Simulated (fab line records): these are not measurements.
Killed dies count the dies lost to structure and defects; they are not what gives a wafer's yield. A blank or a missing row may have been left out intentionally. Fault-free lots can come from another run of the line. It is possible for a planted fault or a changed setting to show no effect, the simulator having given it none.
fab line records | flow sky130
record lots=5 | wafers=15 | last_day=49
route steps=708 shown GATE_OXIDE@192 POLY_GATE@204 RES_PROTECT@206 PAD_OPEN@708
lots that met no fault: from a run of the same line without faults
start_h: the number of hours between the record's first day and the start of the first shown wafer of the lot | wait_h: time in hours since the lot's previous step | " repeats the value in the row above | L1.1+2: one row covering several wafers at once | - no value, or no start was given | * or withheld: withheld | < > ~ a bound
route shown NAME@n: a module of which the file shows steps, and the number in the route of the first | usual: mean and standard deviation over wafers with no fault | same: alike in all rows | chamber/n: place in a boat | sites: readings site by site | _std_site: how widely they spread, as a standard deviation | _edge_site: mean of outer sites minus mean of inner sites | radius_mm: how far each site lies from the wafer's centre | mask NAME#n: copy n | behind: the tool/chamber that last shaped the wafer | hold: the reason the lot was held/the length of the hold in hours/how it ended | device: the n, p or np transistor that did not switch | end of line: the same wafers' tests at the end of the route | a step given without rows: its recipe and nothing more | killed: not the wafer's yield, but the dies lost to structure and defects at the first sort | map: dies across one wafer; x = killed, . = not, _ = none there
set.NAME: the setting as run; set.NAME@STEP: as run at that earlier step | model.NAME: the simulator's own value behind a step, which no gauge read
certain route steps with their lots: each step a table, each wafer a row
services: when a tool's chamber went out of use (start_h, in hours from the record's first day, below 0 if earlier), for how many hours, and the reason
## steps
# step SKY_GATE_OXIDE_COAT_05
# recipe resist=NOVOLAK | spin_rpm=3000 | resist_thk_nm=1140
# step SKY_GATE_OXIDE_SOFTBAKE_06
# recipe temp_c=90 | time_s=60 | resist=NOVOLAK
# step SKY_GATE_OXIDE_EXPOSE_07
# recipe mask_id=LVOM | na=0.6 | source_shape=conventional | sigma_outer=0.6 | polarization=unpolarized | target_cd_nm=600 | dose_mj=170
# step SKY_GATE_OXIDE_PEB_08
# recipe temp_c=withheld | time_s=* | resist=NOVOLAK
# step SKY_GATE_OXIDE_DEVELOP_09
# recipe resist=NOVOLAK | developer=TMAH | develop_time_s=60 | dev_temp_c=23
# step SKY_GATE_OXIDE_IMPLANT_11
# recipe species=B | energy_kev=10 | dose_cm2=2.6e+12 | tilt_deg=withheld
# step SKY_GATE_OXIDE_WET_ETCH_12
# recipe chemistry=dHF | target_depth_nm=16.8 | dry=n2_spin | target=SiO2 | dilution=100:1 | temp_c=25 | time_s=331.5
# step SKY_GATE_OXIDE_STRIP_13
# recipe chemistry=O2/N2 | power_w=1400 | pressure_mtorr=1500 | platen_temp_c=withheld | o2_flow_sccm=3000 | n2_flow_sccm=300 | overash_fraction=0.5
# step SKY_GATE_OXIDE_CLEAN_15
# recipe chemistry=SC1/SC2 | mix=1:4:20 | temp_c=70 | time_s=150 | dry=n2_spin
# step SKY_GATE_OXIDE_OXIDATION_16
# recipe temp_c=800 | ambient=O2 | idle_temp_c=700 | ramp_up_c_per_min=10 | ramp_down_c_per_min=3 | stabilise_s=600 | purge_s=300 | target_thk_a=35.7 | ox_time_s=1915
# step SKY_POLY_GATE_CVD_00
# recipe material=poly-Si | target_thk_nm=180 | temp_c=620 | time_s=720 | pressure_mtorr=200
# usual zone_power_centre_pct=9.54/0.13
lot.wafer | tool     | chamber | start_h | wait_h | zone_power_centre_pct | model.poly-Si_of_POLY_GATE_CVD_00.thk_nm
L753.2    | lpcvd-01 | 1       | 322.81  | 0.0    | 9.53                  | 178.7
L753.3    | "        | 1       | "       | "      | 9.49                  | 180.8
L753.4    | "        | 1       | "       | "      | 9.40                  | 179.4
L760.3    | lpcvd-01 | 0       | 395.98  | 0.0    | 9.80                  | 180.4
L760.5    | "        | 0       | "       | "      | 9.53                  | 179.7
L760.6    | "        | 0       | "       | "      | 9.64                  | 181.1
L763.3    | lpcvd-01 | 0       | 424.11  | 0.0    | 9.71                  | 154.2
L763.4    | "        | 0       | "       | "      | 9.80                  | 153.1
L763.5    | "        | 0       | "       | "      | 9.57                  | 154.1
L762.2    | lpcvd-01 | 1       | 425.31  | 1.0    | 9.44                  | 153.9
L762.4    | "        | 1       | "       | "      | 9.54                  | 153.7
L762.5    | "        | 1       | "       | "      | 9.51                  | 152.9
L764.1    | lpcvd-01 | 1       | 448.16  | 0.1    | 9.51                  | 152.2
L764.2    | "        | 1       | "       | "      | 9.48                  | 152.2
L764.4    | "        | 1       | "       | "      | 9.34                  | 153.4
# step SKY_POLY_GATE_THK_MEAS_01
# recipe reads=poly-Si_of_POLY_GATE_CVD_00
# usual POLY_GATE_CVD_00_THK=179.6/1.6
lot.wafer | tool          | chamber | start_h | wait_h | POLY_GATE_CVD_00_THK[nm]
L753.2    | film_metro-04 | -       | 324.02  | 0.0    | 178.7
L753.3    | "             | -       | "       | "      | 180.9
L753.4    | "             | -       | "       | "      | 179.4
L760.3    | film_metro-04 | -       | 397.20  | 0.0    | 180.4
L760.5    | "             | -       | "       | "      | 179.8
L760.6    | "             | -       | "       | "      | 181.2
L763.3    | film_metro-01 | -       | 425.33  | 0.0    | 154.2
L763.4    | "             | -       | "       | "      | 153.0
L763.5    | "             | -       | "       | "      | 154.0
L762.2    | film_metro-02 | -       | 426.52  | 0.0    | 153.8
L762.4    | "             | -       | "       | "      | 153.6
L762.5    | "             | -       | "       | "      | 153.0
L764.1    | film_metro-04 | -       | 449.36  | 0.0    | 152.1
L764.2    | "             | -       | "       | "      | 152.2
L764.4    | "             | -       | "       | "      | 153.4
# step SKY_RES_PROTECT_DEHYDRATE_00
# recipe temp_c=200 | time_s=60
# step SKY_RES_PROTECT_HMDS_01
# recipe prime_time_s=60 | prime_temp_c=120
# step SKY_RES_PROTECT_COAT_02
# recipe resist=NOVOLAK | spin_rpm=3000 | resist_thk_nm=1140
# step SKY_RES_PROTECT_SOFTBAKE_03
# recipe temp_c=90 | time_s=60 | resist=NOVOLAK
# step SKY_RES_PROTECT_EXPOSE_04
# recipe mask_id=RPM | na=0.6 | source_shape=conventional | sigma_outer=0.6 | polarization=unpolarized | target_cd_nm=1270 | dose_mj=131
# step SKY_RES_PROTECT_PEB_05
# recipe temp_c=withheld | time_s=* | resist=NOVOLAK
# step SKY_RES_PROTECT_DEVELOP_06
# recipe resist=NOVOLAK | developer=TMAH | develop_time_s=60 | dev_temp_c=23
# step SKY_POLY_GATE_IMPLANT_02
# recipe species=P | energy_kev=30 | dose_cm2=7.7e+15 | tilt_deg=0
# step SKY_RES_PROTECT_STRIP_07
# recipe chemistry=O2/N2 | power_w=1400 | pressure_mtorr=1500 | platen_temp_c=withheld | o2_flow_sccm=3000 | n2_flow_sccm=300 | overash_fraction=0.5
# step SKY_RES_PROTECT_CLEAN_09
# recipe chemistry=SC1/SC2 | mix=1:4:20 | temp_c=70 | time_s=150 | dry=n2_spin
lot.wafer | tool         | chamber | start_h | wait_h | model.poly-Si_of_POLY_GATE_CVD_00.thk_nm
L753.2    | wet_bench-02 | 3       | 351.81  | 0.0    | 178.1
L753.3    | "            | 3       | "       | "      | 180.2
L753.4    | "            | 3       | "       | "      | 178.8
L760.3    | wet_bench-01 | 0       | 427.21  | 0.0    | 179.8
L760.5    | "            | 0       | "       | "      | 179.1
L760.6    | "            | 0       | "       | "      | 180.5
L763.3    | wet_bench-02 | 0       | 455.91  | 0.0    | 153.6
L763.4    | "            | 0       | "       | "      | 152.5
L763.5    | "            | 0       | "       | "      | 153.4
L762.2    | wet_bench-02 | 3       | 457.45  | 0.0    | 153.3
L762.4    | "            | 3       | "       | "      | 153
L762.5    | "            | 3       | "       | "      | 152.3
L764.1    | wet_bench-02 | 1       | 480.14  | 0.1    | 151.5
L764.2    | "            | 1       | "       | "      | 151.6
L764.4    | "            | 1       | "       | "      | 152.8
# step SKY_POLY_GATE_CVD_03
# recipe material=Si3N4 | precursor=DCS/NH3 | target_thk_nm=75 | temp_c=770 | time_s=1290 | pressure_mtorr=250
# step SKY_POLY_GATE_DEHYDRATE_05
# recipe temp_c=200 | time_s=60
# step SKY_POLY_GATE_HMDS_06
# recipe prime_time_s=60 | prime_temp_c=120
# step SKY_POLY_GATE_COAT_07
# recipe resist=BARC | temp_c=withheld | time_s=withheld | spin_rpm=3000 | resist_thk_nm=110
# step SKY_POLY_GATE_COAT_08
# recipe resist=KrF-thick | spin_rpm=3000 | resist_thk_nm=450
# step SKY_POLY_GATE_SOFTBAKE_09
# recipe temp_c=99.37 | time_s=90 | resist=KrF-thick
# step SKY_POLY_GATE_EXPOSE_10
# recipe mask_id=P1M | na=0.68 | source_shape=conventional | sigma_outer=0.6 | target_cd_nm=150 | dose_mj=28
# step SKY_POLY_GATE_PEB_11
# recipe peb_temp_c=withheld | peb_time_s=withheld | resist=KrF-thick
# step SKY_POLY_GATE_DEVELOP_12
# recipe develop_time_s=60 | resist=KrF-thick | dev_temp_c=21
# step SKY_POLY_GATE_ETCH_15
# recipe chemistry=N2/H2 | target=BARC | ion_energy_ev=200 | source_w=500 | bias_w=100 | pressure_mtorr=30 | n2_flow_sccm=100 | h2_flow_sccm=200 | stop_on=SiO2 | time_s=118.5 | target_depth_a=1100
# step SKY_POLY_GATE_ETCH_16
# recipe stop_on=poly-Si | chemistry=CH3F/O2 | target=Si3N4 | source_w=400 | bias_w=80 | pressure_mtorr=25 | ch3f_flow_sccm=40 | O2_flow_sccm=30 | time_s=147.5 | target_depth_a=750
# step SKY_POLY_GATE_ETCH_17
# recipe target_depth_nm=180 | stop_on=SiO2 | over_etch_frac=0.56667 | chemistry=HBr/Cl2 | target=poly-Si | icp_w=400 | bias_w=100 | pressure_mtorr=10 | HBr_flow_sccm=150 | Cl2_flow_sccm=50 | time_s=70.5
# usual drypump_motor_current_A=5.5/0.43 | he_backside_leak_sccm=2.6/0.31 | oes_product_au=0.986/0.0071 | throttle_valve_pct=33.685/0.0095
lot.wafer | tool      | chamber | start_h | wait_h | drypump_motor_current_A | he_backside_leak_sccm | oes_product_au | rf_hours_counter_h | throttle_valve_pct | model.etch.depth_nm | model.POLY_GATE.feature_depth_nm
L753.2    | rie_si-02 | 2       | 384.58  | 0.0    | 5.2                     | 2.9                   | 0.983          | 36                 | 33.694             | 178                 | 178
L753.3    | "         | 1       | "       | "      | 5.2                     | 4.8                   | 0.988          | 6                  | 33.684             | 180.2               | 180.2
L753.4    | "         | 0       | "       | "      | 5.4                     | 2.3                   | 0.989          | 3                  | 33.680             | 178.8               | 178.8
L760.3    | rie_si-01 | 1       | 460.18  | 0.0    | 5.6                     | 2.5                   | 0.993          | 6                  | 33.682             | 179.3               | 179.3
L760.5    | "         | 2       | "       | "      | 5.9                     | 2.6                   | 0.987          | -                  | 33.689             | 179.1               | 179.1
L760.6    | "         | 3       | "       | "      | 5.9                     | 2.4                   | 0.982          | -                  | 33.695             | 177.9               | 177.9
L763.3    | rie_si-01 | 3       | 488.56  | 0.0    | 5.9                     | 2.2                   | 0.886          | 7                  | 33.690             | 153.6               | 153.6
L763.4    | "         | 1       | "       | "      | 5.6                     | 2.6                   | 0.888          | 6                  | 33.697             | 152.5               | 152.5
L763.5    | "         | 1       | "       | "      | 5.6                     | 2.6                   | 0.890          | -                  | 33.682             | 153.4               | 153.4
L762.2    | rie_si-02 | 0       | 491.11  | 0.0    | 5.4                     | 2.4                   | 0.897          | 4                  | 33.688             | 153.3               | 153.3
L762.4    | "         | 1       | "       | "      | 5.2                     | 2.5                   | 0.885          | 7                  | 33.695             | 153                 | 153
L762.5    | "         | 0       | "       | "      | 5.4                     | 2.3                   | 0.891          | -                  | 33.701             | 152.3               | 152.3
L764.1    | rie_si-02 | 0       | 512.23  | 0.0    | 5.4                     | 2.4                   | 0.886          | 4                  | 33.673             | 151.5               | 151.5
L764.2    | "         | 3       | "       | "      | 6.2                     | 2.7                   | 0.885          | 2                  | 33.689             | 151.6               | 151.6
L764.4    | "         | 2       | "       | "      | 5.1                     | 2.7                   | 0.893          | 37                 | 33.667             | 152.8               | 152.8
# step SKY_POLY_GATE_STRIP_18
# recipe chemistry=O2/N2 | power_w=1365 | pressure_mtorr=1500 | platen_temp_c=withheld | o2_flow_sccm=3000 | n2_flow_sccm=300 | overash_fraction=0.5
# step SKY_PAD_OPEN_PROBE_99
# usual killed_at_M0_to_M3=42/6.7 | killed_at_M4_up=3.4/2 | killed_at_contacts=24/5.1 | killed_at_front_end=14/4.2 | killed_at_other=0.2/0.49 | killed_dies=84/8.4 | killed_on_rim=17/3.6 | killed_open=46/7 | killed_short=39/5.8
# same gross_dies=492 | killed_at_back_side=0
lot.wafer | tool      | chamber | start_h | wait_h | killed_at_M0_to_M3 | killed_at_M4_up | killed_at_contacts | killed_at_front_end | killed_at_other | killed_dies | killed_on_rim | killed_open | killed_short | model.etest.res_xhigh_po.line_ohm_um | model.etest.res_xhigh_po.rs_ohm_sq | model.etest.res_high_po.line_ohm_um | model.etest.res_poly.line_ohm_um | model.etest.res_high_po.rs_ohm_sq | model.etest.licon_high_po.rc_ohm | model.etest.cap_li_to_poly.c_af_um2 | model.etest.res_poly.rs_ohm_sq
L753.2    | prober-01 | -       | 1086.06 | 0.1    | 53                 | 1               | 25                 | 13                  | 1               | 93          | 27            | 55          | 38           | 5906                                 | 2035                               | 733                                 | 520.5                            | 257.5                             | 334.2                            | 98                                  | 47.75
L753.3    | prober-01 | -       | 1086.11 | 0.2    | 35                 | 5               | 31                 | 18                  | 0               | 89          | 15            | 58          | 31           | 5878                                 | 2074                               | 733.3                               | 507.8                            | 254.3                             | 353.6                            | 98.82                               | 47.83
L753.4    | prober-01 | -       | 1086.16 | 0.2    | 46                 | 6               | 16                 | 17                  | 0               | 85          | 20            | 33          | 52           | 6252                                 | 2152                               | 757.4                               | 522                              | 265.2                             | 345.4                            | 99.72                               | 48.48
L760.3    | prober-01 | -       | 1136.76 | 0.2    | 38                 | 5               | 26                 | 11                  | 0               | 80          | 16            | 45          | 35           | 6240                                 | 2180                               | 766.4                               | 524.1                            | 270.1                             | 380.9                            | 95.31                               | 49.39
L760.5    | prober-01 | -       | 1136.86 | 0.2    | 38                 | 5               | 26                 | 12                  | 1               | 82          | 22            | 43          | 39           | 6043                                 | 2120                               | 762.4                               | 525.3                            | 267.3                             | 363.1                            | 99.48                               | 49
L760.6    | prober-01 | -       | 1136.91 | 0.2    | 31                 | 5               | 28                 | 14                  | 0               | 78          | 19            | 43          | 35           | 6243                                 | 2161                               | 764.9                               | 529.8                            | 268                               | 365.9                            | 96.29                               | 48.84
L763.3    | prober-02 | -       | 1156.52 | 0.2    | 51                 | 4               | 23                 | 9                   | 0               | 87          | 20            | 47          | 40           | 5749                                 | 2010                               | 825.7                               | 560.8                            | 289.4                             | 323.6                            | 88.85                               | 54.66
L763.4    | prober-02 | -       | 1156.57 | 0.2    | 51                 | 4               | 31                 | 14                  | 1               | 101         | 20            | 57          | 44           | 5685                                 | 1978                               | 828.9                               | 588.2                            | 287.9                             | 313.8                            | 89.96                               | 54.8
L763.5    | prober-02 | -       | 1156.62 | 0.2    | 44                 | 3               | 16                 | 13                  | 2               | 78          | 11            | 37          | 41           | 5693                                 | 1994                               | 816.9                               | 576.2                            | 290.6                             | 322.7                            | 91.03                               | 54.65
L762.2    | prober-01 | -       | 1159.20 | 0.1    | 42                 | 3               | 22                 | 10                  | 0               | 77          | 19            | 44          | 33           | 5836                                 | 2006                               | 833.8                               | 584.3                            | 292.3                             | 331.6                            | 91.22                               | 54.82
L762.4    | prober-01 | -       | 1159.30 | 0.2    | 53                 | 4               | 30                 | 12                  | 0               | 99          | 19            | 69          | 30           | 5622                                 | 1968                               | 826.7                               | 586                              | 286.2                             | 327.9                            | 90.09                               | 53.87
L762.5    | prober-01 | -       | 1159.35 | 0.2    | 37                 | 2               | 36                 | 14                  | 0               | 89          | 18            | 48          | 41           | 5695                                 | 1986                               | 829.4                               | 571.9                            | 291.4                             | 342.6                            | 90.95                               | 54.98
L764.1    | prober-01 | -       | 1172.87 | 0.1    | 34                 | 3               | 17                 | 17                  | 0               | 71          | 18            | 34          | 37           | 5659                                 | 1980                               | 847.8                               | 594.7                            | 295.5                             | 335.6                            | 90.8                                | 55.13
L764.2    | prober-01 | -       | 1172.92 | 0.1    | 50                 | 1               | 36                 | 11                  | 0               | 98          | 13            | 62          | 36           | 5745                                 | 2016                               | 855.1                               | 592                              | 298.6                             | 323.6                            | 94.11                               | 55.59
L764.4    | prober-01 | -       | 1173.02 | 0.2    | 40                 | 4               | 29                 | 16                  | 1               | 90          | 17            | 52          | 38           | 5911                                 | 2095                               | 870.9                               | 597.4                            | 303.1                             | 349.1                            | 91.83                               | 55.91
# killed by level:class
L753.2 VIA1:geometric_particle:open=16 CONTACT:geometric_particle:open=8 METAL3:geometric_particle:short=8 LI_CONTACT:geometric_particle:open=6 VIA2:geometric_particle:open=6 VIA1:geometric_particle:short=5 POLY_GATE:geometric_particle:open=5 LOCAL_INTERCONNECT:geometric_particle:short=4
L753.3 VIA1:geometric_particle:open=12 CONTACT:geometric_particle:open=12 FIELD_ISO:geometric_particle:open=7 LI_CONTACT:geometric_particle:open=7 VIA2:geometric_particle:open=6 CONTACT:geometric_particle:short=5 LOCAL_INTERCONNECT:geometric_particle:short=4 VIA3:geometric_particle:open=4
L753.4 VIA1:geometric_particle:open=11 METAL2:geometric_particle:short=8 FIELD_ISO:geometric_particle:short=7 LI_CONTACT:geometric_particle:open=7 METAL3:geometric_particle:short=7 METAL1:geometric_particle:short=6 VIA1:geometric_particle:short=5 LOCAL_INTERCONNECT:geometric_particle:short=4
L760.3 CONTACT:geometric_particle:open=13 VIA3:geometric_particle:open=10 VIA1:geometric_particle:open=7 CONTACT:geometric_particle:short=6 VIA1:geometric_particle:short=6 LI_CONTACT:geometric_particle:open=5 FIELD_ISO:geometric_particle:open=4 FIELD_ISO:geometric_particle:short=3
L760.5 CONTACT:geometric_particle:open=9 LI_CONTACT:geometric_particle:open=8 VIA1:geometric_particle:open=8 METAL1:geometric_particle:short=6 LOCAL_INTERCONNECT:geometric_particle:short=5 VIA3:geometric_particle:open=5 METAL2:geometric_particle:short=5 METAL3:geometric_particle:short=4
L760.6 LI_CONTACT:geometric_particle:open=13 VIA1:geometric_particle:open=8 POLY_GATE:geometric_particle:short=6 CONTACT:geometric_particle:open=6 CONTACT:geometric_particle:short=5 METAL1:geometric_particle:short=4 VIA2:geometric_particle:short=4 VIA3:geometric_particle:open=4
L763.3 VIA1:geometric_particle:open=11 METAL2:geometric_particle:short=9 CONTACT:geometric_particle:open=8 VIA1:geometric_particle:short=7 LOCAL_INTERCONNECT:geometric_particle:short=6 VIA2:geometric_particle:open=6 METAL1:geometric_particle:short=5 VIA3:geometric_particle:open=5
L763.4 VIA1:geometric_particle:open=15 CONTACT:geometric_particle:open=12 LI_CONTACT:geometric_particle:open=7 CONTACT:geometric_particle:short=7 VIA2:geometric_particle:open=6 VIA2:geometric_particle:short=6 FIELD_ISO:geometric_particle:open=5 VIA1:geometric_particle:short=5
L763.5 VIA3:geometric_particle:open=7 CONTACT:geometric_particle:open=6 METAL2:geometric_particle:short=6 VIA2:geometric_particle:open=6 CONTACT:geometric_particle:short=5 METAL1:geometric_particle:short=5 VIA1:geometric_particle:short=5 FIELD_ISO:geometric_particle:short=4
L762.2 VIA1:geometric_particle:open=10 CONTACT:geometric_particle:open=8 LI_CONTACT:geometric_particle:open=7 VIA3:geometric_particle:open=6 VIA1:geometric_particle:short=5 VIA2:geometric_particle:open=5 VIA3:geometric_particle:short=5 POLY_CUT:geometric_particle:short=3
L762.4 VIA1:geometric_particle:open=22 CONTACT:geometric_particle:open=14 VIA3:geometric_particle:open=10 LI_CONTACT:geometric_particle:open=8 FIELD_ISO:geometric_particle:open=5 CONTACT:geometric_particle:short=4 VIA3:geometric_particle:short=4 METAL3:geometric_particle:short=4
L762.5 CONTACT:geometric_particle:open=15 VIA1:geometric_particle:open=11 LOCAL_INTERCONNECT:geometric_particle:short=8 CONTACT:geometric_particle:short=8 VIA3:geometric_particle:open=7 FIELD_ISO:geometric_particle:short=6 POLY_GATE:geometric_particle:open=4 VIA1:geometric_particle:short=4
L764.1 VIA1:geometric_particle:open=7 VIA3:geometric_particle:open=6 LOCAL_INTERCONNECT:geometric_particle:short=6 SPACER:geometric_particle:short=4 LI_CONTACT:geometric_particle:open=4 METAL1:geometric_particle:short=4 METAL3:geometric_particle:short=4 FIELD_ISO:geometric_particle:short=3
L764.2 CONTACT:geometric_particle:open=15 VIA1:geometric_particle:open=15 LI_CONTACT:geometric_particle:open=11 VIA2:geometric_particle:open=7 LOCAL_INTERCONNECT:geometric_particle:short=6 METAL1:geometric_particle:short=6 VIA3:geometric_particle:open=5 METAL2:geometric_particle:short=4
L764.4 VIA3:geometric_particle:open=9 VIA1:geometric_particle:open=9 CONTACT:geometric_particle:open=9 CONTACT:geometric_particle:short=7 FIELD_ISO:geometric_particle:short=5 LI_CONTACT:geometric_particle:short=5 LI_CONTACT:geometric_particle:open=5 VIA2:geometric_particle:open=5
## services
tool         | chamber | start_h | hours | kind
rie_si-01    | -       | 323.05  | 4.3   | pm
lpcvd-01     | -       | 373.10  | 1.0   | repair
rie_si-01    | -       | 381.87  | 2.8   | pm
rie_si-01    | 2       | 386.58  | 5.8   | repair
rie_si-01    | 2       | 392.37  | -     | clean
rie_si-01    | 2       | 392.37  | 19.6  | scheduled_down
rie_si-01    | 2       | 392.37  | 19.6  | vent_cycle
rie_si-01    | 2       | 441.22  | 4.3   | repair
rie_si-01    | 1       | 460.52  | 1.6   | repair
rie_si-01    | 0       | 466.51  | 8.4   | repair
wet_bench-02 | -       | 477.29  | 2.2   | repair
## key
first_sign step=SKY_POLY_GATE_THK_MEAS_01 | reading=POLY_GATE_CVD_00_THK | direction=down | sigmas=16 | usual=179.6 | struck=153.3
effect step=SKY_POLY_GATE_ETCH_17 | reading=oes_product_au | direction=down | sigmas=14 | usual=0.986 | struck=0.889
model_effect step=SKY_POLY_GATE_CVD_00 | value=poly-Si_of_POLY_GATE_CVD_00.thk_nm | without=181.3 | struck=153.3
model_effect step=SKY_RES_PROTECT_CLEAN_09 | value=poly-Si_of_POLY_GATE_CVD_00.thk_nm | without=180.6 | struck=152.7
model_effect step=SKY_POLY_GATE_ETCH_17 | value=etch.depth_nm | without=178.4 | struck=152.7
model_effect step=SKY_PAD_OPEN_PROBE_99 | value=etest.res_xhigh_po.line_ohm_um | without=6083 | struck=5733
met_at SKY_POLY_GATE_CVD_00
struck_wafers L762.2,L762.4,L762.5,L763.3,L763.4,L763.5,L764.1,L764.2,L764.4
tester_left_out L762,L763,L764
also_fits time
fault kind=process_parameter_drift | tool=lpcvd-01 | chamber=- | onset_h=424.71 | steps=SKY_POLY_GATE_CVD_00 | channel=target_thk_nm | offset=-27.975 | shape=step | end_h=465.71 | stated=180
# tester_left_out: of these lots the tester's yield and bins aren't shown, on N5 and GAA mostly nor the transistor test; their killed dies are dies lost to structure and defects alone, not to doping, threshold or leakage, so they don't give the yield
